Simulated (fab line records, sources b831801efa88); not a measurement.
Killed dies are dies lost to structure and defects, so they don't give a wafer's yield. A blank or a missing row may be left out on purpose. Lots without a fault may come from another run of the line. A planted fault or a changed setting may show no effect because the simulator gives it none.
fab line records | flow sky130
record lots=11 wafers=33 last_day=50
route steps=708 shown FIELD_ISO@3 NWELL@64 VT_ADJUST_LVTN@115
lots that met no fault: from a run of the same line without faults
start_h: hours from the record's first day to the start of the lot's first wafer shown | wait_h: hours since the lot's step before | " the same as in the row above | L1.1+2: a row that stands for several wafers | - no value, or no start given | * or withheld: withheld | < > ~ a bound
route shown NAME@n: a module of which the file shows steps, and the number in the route of the first | usual: mean/standard deviation of fault-free wafers | same: alike in all rows | chamber/n: place in a boat | sites: the reading at each site | _std_site: their standard deviation | _edge_site: outer sites' mean less inner sites' | radius_mm: how far each site lies from the wafer's centre | mask NAME#n: copy n | behind: the tool/chamber that last shaped the wafer | hold: why the lot was held/for how many hours/how that ended | device: the transistor (n, p or np) that didn't switch | end of line: the same wafers' tests at the end of the route | a step without rows: its recipe alone | killed: dies lost to structure and defects at the first sort, not the wafer's yield | map: a wafer's dies, x killed, . not, _ none there
set.NAME: the setting as run; set.NAME@STEP: as run at that earlier step | model.NAME: the simulator's own value behind a step, which no gauge read
steps of the route over a sample of lots; a table a step, a row a wafer
services: from which hour (start_h, from the record's first day; less than 0 if before it) a tool's chamber was out of use, for how many hours, and why
## steps
# step SKY_FIELD_ISO_THK_MEAS_02
# recipe reads=SiO2_of_FIELD_ISO_OXIDATION_01
# usual FIELD_ISO_OXIDATION_00_THK=11.97/0.27
# columns lot.wafer tool chamber start_h wait_h FIELD_ISO_OXIDATION_00_THK[nm]
L636.3 film_metro-04 - 12.68 0.0 11.73
L636.4 " - " " 11.64
L636.6 " - " " 11.67
L638.3 film_metro-04 - 23.87 0.0 11.77
L638.4 " - " " 11.69
L638.6 " - " " 11.74
L639.1 film_metro-02 - 26.86 0.0 11.96
L639.4 " - " " 11.91
L639.5 " - " " 11.82
L646.1 film_metro-01 - 62.41 0.0 12.08
L646.2 " - " " 12.19
L646.6 " - " " 12.18
L647.2 film_metro-01 - 67.97 0.2 11.66
L647.3 " - " " 11.61
L647.5 " - " " 11.87
L648.1 film_metro-01 - 72.71 0.0 12.13
L648.5 " - " " 12.04
L648.6 " - " " 11.99
L653.3 film_metro-04 - 97.60 0.0 11.70
L653.4 " - " " 11.54
L653.6 " - " " 11.77
L654.1 film_metro-04 - 103.03 0.0 11.66
L654.4 " - " " 11.83
L654.5 " - " " 11.74
L655.2 film_metro-01 - 107.32 0.0 12.71
L655.5 " - " " 12.77
L655.6 " - " " 12.65
L657.1 film_metro-01 - 119.00 0.0 11.96
L657.4 " - " " 11.88
L657.6 " - " " 11.80
L658.2 film_metro-04 - 121.69 0.0 12.32
L658.5 " - " " 12.34
L658.6 " - " " 12.19
# step SKY_NWELL_IMPLANT_11
# recipe species=P energy_kev=400 dose_cm2=1.9e+13 tilt_deg=withheld
# usual beam_energy_keV=399.97/0.11
# columns lot.wafer tool chamber start_h wait_h beam_energy_keV
L636.3 implanter-03 0 87.66 0.1 400.04
L636.4 " 0 " " 400.13
L636.6 " 0 " " 399.98
L639.1 implanter-02 0 103.42 0.0 399.94
L639.4 " 0 " " 399.74
L639.5 " 0 " " 399.83
L638.3 implanter-03 0 103.87 0.1 399.92
L638.4 " 0 " " 399.85
L638.6 " 0 " " 399.95
L646.1 implanter-03 0 145.42 0.0 487.47
L646.2 " 0 " " 487.59
L646.6 " 0 " " 487.38
L647.2 implanter-03 0 149.79 0.0 487.70
L647.3 " 0 " " 487.60
L647.5 " 0 " " 487.66
L648.1 implanter-03 0 154.82 0.0 487.50
L648.5 " 0 " " 487.38
L648.6 " 0 " " 487.40
L653.3 implanter-02 0 184.01 0.1 399.99
L653.4 " 0 " " 399.87
L653.6 " 0 " " 399.86
L654.1 implanter-01 0 190.67 0.0 400.09
L654.4 " 0 " " 399.95
L654.5 " 0 " " 399.86
L655.2 implanter-02 0 195.95 0.0 400.16
L655.5 " 0 " " 399.90
L655.6 " 0 " " 400.00
L657.1 implanter-01 0 228.26 0.0 399.84
L657.4 " 0 " " 400.09
L657.6 " 0 " " 399.87
L658.2 implanter-02 0 229.24 0.0 399.93
L658.5 " 0 " " 400.00
L658.6 " 0 " " 400.11
# step SKY_NWELL_STRIP_14
# recipe chemistry=O2/N2 power_w=1400 pressure_mtorr=1500 platen_temp_c=withheld o2_flow_sccm=3000 n2_flow_sccm=300 overash_fraction=0.5
# usual drypump_motor_current_A=5.74/0.27 oes_product_au=0.722/0.0044 strip_time_to_endpoint_s=36.91/0.11
# columns lot.wafer tool chamber start_h wait_h drypump_motor_current_A oes_product_au rf_hours_counter_h strip_time_to_endpoint_s
L636.3 plasma_asher-01 1 88.10 0.1 5.90 0.725 - 36.74
L636.4 " 0 " " 5.69 0.730 - 36.78
L636.6 " 0 " " 5.71 0.724 - 36.74
L639.1 plasma_asher-04 0 103.87 0.1 5.71 0.727 42 36.91
L639.4 " 0 " " 5.73 0.723 - 36.88
L639.5 " 1 " " 5.71 0.717 - 36.86
L638.3 plasma_asher-01 1 104.31 0.1 5.93 0.721 - 36.79
L638.4 " 0 " " 5.70 0.723 - 36.72
L638.6 " 1 " " 5.90 0.721 - 36.79
L646.1 plasma_asher-01 0 145.87 0.1 5.70 0.720 44 37.04
L646.2 " 1 " " 5.91 0.717 44 36.97
L646.6 " 1 " " 5.92 0.725 - 37.02
L647.2 plasma_asher-04 0 150.21 0.1 5.69 0.724 47 36.98
L647.3 " 0 " " 5.66 0.711 - 36.97
L647.5 " 1 " " 5.74 0.723 - 36.91
L648.1 plasma_asher-01 0 155.27 0.1 5.71 0.722 45 36.79
L648.5 " 0 " " 5.69 0.723 - 36.71
L648.6 " 1 " " 5.91 0.720 - 36.83
L653.3 plasma_asher-01 0 184.45 0.1 5.71 0.725 - 37.01
L653.4 " 1 " " 5.92 0.721 - 37.12
L653.6 " 1 " " 5.92 0.717 - 36.92
L654.1 plasma_asher-01 1 191.12 0.1 5.91 0.721 48 37.05
L654.4 " 1 " " 5.91 0.731 - 37.02
L654.5 " 1 " " 5.91 0.719 - 37.01
L655.2 plasma_asher-01 0 196.37 0.1 5.71 0.727 49 37.01
L655.5 " 1 " " 5.90 0.731 - 37.08
L655.6 " 0 " " 5.71 0.725 - 37.10
L657.1 plasma_asher-02 1 228.71 0.1 6.09 0.722 11 36.93
L657.4 " 1 " " 6.08 0.723 - 36.87
L657.6 " 1 " " 6.06 0.713 - 36.90
L658.2 plasma_asher-02 1 229.66 0.1 6.07 0.723 11 36.90
L658.5 " 0 " " 5.27 0.722 - 36.94
L658.6 " 1 " " 6.08 0.727 - 36.93
# step SKY_NWELL_TW_MEAS_15
# usual NWELL_TW=1836/8
# columns lot.wafer tool chamber start_h wait_h hold NWELL_TW
L636.3 film_metro-02 - 88.18 0.1 - 1851
L636.4 " - " " - 1838
L636.6 " - " " - 1844
L639.1 film_metro-03 - 103.97 0.1 - 1825
L639.4 " - " " - 1828
L639.5 " - " " - 1840
L638.3 film_metro-03 - 104.39 0.1 - 1833
L638.4 " - " " - 1825
L638.6 " - " " - 1823
L646.1 film_metro-04 - 145.97 0.1 await_dispo/0.2h/release 1858
L646.2 " - " " await_dispo/0.2h/release 1866
L646.6 " - " " await_dispo/0.2h/release 1889
L646.1 film_metro-04 - 146.20 0.2 - 1868
L646.2 " - " " - 1872
L646.6 " - " " - 1879
L647.2 film_metro-02 - 150.32 0.1 await_dispo/0.2h/release 1868
L647.3 " - " " await_dispo/0.2h/release 1870
L647.5 " - " " await_dispo/0.2h/release 1882
L647.2 film_metro-02 - 150.55 0.2 - 1868
L647.3 " - " " - 1874
L647.5 " - " " - 1861
L648.1 film_metro-03 - 155.37 0.1 await_dispo/0.2h/release 1879
L648.5 " - " " await_dispo/0.2h/release 1876
L648.6 " - " " await_dispo/0.2h/release 1876
L648.1 film_metro-03 - 155.60 0.2 - 1865
L648.5 " - " " - 1881
L648.6 " - " " - 1860
L653.3 film_metro-02 - 184.53 0.1 - 1827
L653.4 " - " " - 1827
L653.6 " - " " - 1837
L654.1 film_metro-03 - 191.22 0.1 - 1836
L654.4 " - " " - 1845
L654.5 " - " " - 1838
L655.2 film_metro-03 - 196.48 0.1 - 1847
L655.5 " - " " - 1844
L655.6 " - " " - 1842
L657.1 film_metro-03 - 228.81 0.1 - 1845
L657.4 " - " " - 1843
L657.6 " - " " - 1834
L658.2 film_metro-02 - 229.77 0.1 - 1836
L658.5 " - " " - 1844
L658.6 " - " " - 1855
# step SKY_NWELL_RS_MEAS_29
# recipe thk_meas_gauge=four-point-probe
# usual NWELL_RS=625.0/1.5
# columns lot.wafer tool chamber start_h wait_h hold NWELL_RS[ohm/sq]
L636.3 film_metro-03 - 106.37 0.1 - 623.8
L636.4 " - " " - 624.2
L636.6 " - " " - 624.0
L639.1 film_metro-03 - 122.52 0.1 - 624.3
L639.4 " - " " - 624.1
L639.5 " - " " - 626.4
L638.3 film_metro-02 - 122.87 0.1 - 626.6
L638.4 " - " " - 625.9
L638.6 " - " " - 627.1
L646.1 film_metro-04 - 164.88 0.1 await_dispo/0.2h/release 595.8
L646.2 " - " " await_dispo/0.2h/release 595.8
L646.6 " - " " await_dispo/0.2h/release 596.8
L646.1 film_metro-04 - 165.24 0.3 - 597.4
L646.2 " - " " - 596.2
L646.6 " - " " - 595.5
L647.2 film_metro-04 - 169.60 0.1 await_dispo/0.2h/release 597.9
L647.3 " - " " await_dispo/0.2h/release 598.9
L647.5 " - " " await_dispo/0.2h/release 597.9
L647.2 film_metro-04 - 169.96 0.3 - 598.2
L647.3 " - " " - 598.4
L647.5 " - " " - 598.1
L648.1 film_metro-02 - 174.72 0.1 await_dispo/0.2h/release 598.1
L648.5 " - " " await_dispo/0.2h/release 598.7
L648.6 " - " " await_dispo/0.2h/release 599.8
L648.1 film_metro-02 - 175.08 0.3 - 598.3
L648.5 " - " " - 597.4
L648.6 " - " " - 599.3
L653.3 film_metro-03 - 205.92 0.1 - 625.4
L653.4 " - " " - 625.4
L653.6 " - " " - 624.5
L654.1 film_metro-02 - 213.17 0.1 - 624.0
L654.4 " - " " - 622.9
L654.5 " - " " - 624.2
L655.2 film_metro-03 - 219.20 0.1 - 622.6
L655.5 " - " " - 623.9
L655.6 " - " " - 624.8
L657.1 film_metro-03 - 250.92 0.1 - 625.2
L657.4 " - " " - 623.7
L657.6 " - " " - 624.3
L658.2 film_metro-02 - 252.24 0.1 - 628.6
L658.5 " - " " - 624.9
L658.6 " - " " - 626.3
# step SKY_VT_ADJUST_LVTN_OVL_MEAS_18
# usual VT_ADJUST_LVTN_01_OVL=-0.4/1.2
# columns lot.wafer tool chamber start_h wait_h VT_ADJUST_LVTN_01_OVL[nm]
L636.3 overlay-02 - 162.75 0.1 2.2
L636.4 " - " " 1.6
L636.6 " - " " 0.8
L639.1 overlay-02 - 179.19 0.1 -0.9
L639.4 " - " " -1.5
L639.5 " - " " -0.5
L638.3 overlay-01 - 179.35 0.1 0.8
L638.4 " - " " 0.3
L638.6 " - " " -0.5
L646.1 overlay-01 - 228.33 0.1 -1.3
L646.2 " - " " -1.7
L646.6 " - " " -1.0
L647.2 overlay-01 - 232.74 0.1 1.4
L647.3 " - " " 1.7
L647.5 " - " " 1.0
L648.1 overlay-01 - 239.54 0.1 -2.7
L648.5 " - " " -2.5
L648.6 " - " " -2.6
L653.3 overlay-02 - 271.35 0.1 0.1
L653.4 " - " " 0.0
L653.6 " - " " -0.7
L654.1 overlay-02 - 280.69 0.1 -1.0
L654.4 " - " " 0.1
L654.5 " - " " 1.0
L655.2 overlay-02 - 286.89 0.1 0.2
L655.5 " - " " -1.2
L655.6 " - " " 0.0
L657.1 overlay-02 - 322.63 0.1 2.6
L657.4 " - " " 2.3
L657.6 " - " " 1.5
L658.2 overlay-01 - 323.79 0.1 -0.7
L658.5 " - " " -0.4
L658.6 " - " " 1.0
## services
# columns tool chamber start_h hours kind
implanter-03 - 68.67 1.2 repair
plasma_asher-04 - 89.30 3.9 repair
implanter-03 - 89.35 2.5 pm
plasma_asher-02 - 108.75 9.0 pm
plasma_asher-02 0 108.75 9.0 vent_cycle
plasma_asher-02 1 108.75 9.0 vent_cycle
plasma_asher-02 0 117.75 - clean
plasma_asher-02 1 117.75 - clean
implanter-01 - 129.20 1.8 repair
implanter-03 - 131.34 3.6 repair
implanter-01 - 136.49 1.4 repair
implanter-03 - 150.37 3.1 pm
implanter-01 - 160.91 4.4 repair
implanter-02 - 196.37 4.7 pm
implanter-01 - 198.62 1.7 repair
implanter-03 - 200.37 8.5 pm
## key
first_sign step=SKY_NWELL_IMPLANT_11 reading=beam_energy_keV direction=up sigmas=99+ usual=* struck=*
effect step=SKY_NWELL_TW_MEAS_15 reading=visit direction=added
effect step=SKY_NWELL_RS_MEAS_29 reading=visit direction=added
effect step=SKY_NWELL_RS_MEAS_29 reading=NWELL_RS direction=down sigmas=18 usual=625.0 struck=597.7
met_at SKY_NWELL_IMPLANT_11
struck_lots L646,L647,L648
tester_left_out L646,L647,L648
not_acting_at SKY_FIELD_ISO_THK_MEAS_02,SKY_NWELL_STRIP_14,SKY_VT_ADJUST_LVTN_OVL_MEAS_18
onset_between 103.87 145.42
fault kind=process_parameter_drift tool=implanter-03 chamber=- onset_h=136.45 steps=SKY_NWELL_IMPLANT_11 channel=energy_kev offset=* shape=step end_h=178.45 acts_in=* stated=*
# tester_left_out: of these lots the tester's yield and bins aren't shown, on N5 and GAA mostly nor the transistor test; their killed dies are dies lost to structure and defects alone, not to doping, threshold or leakage, so they don't give the yield
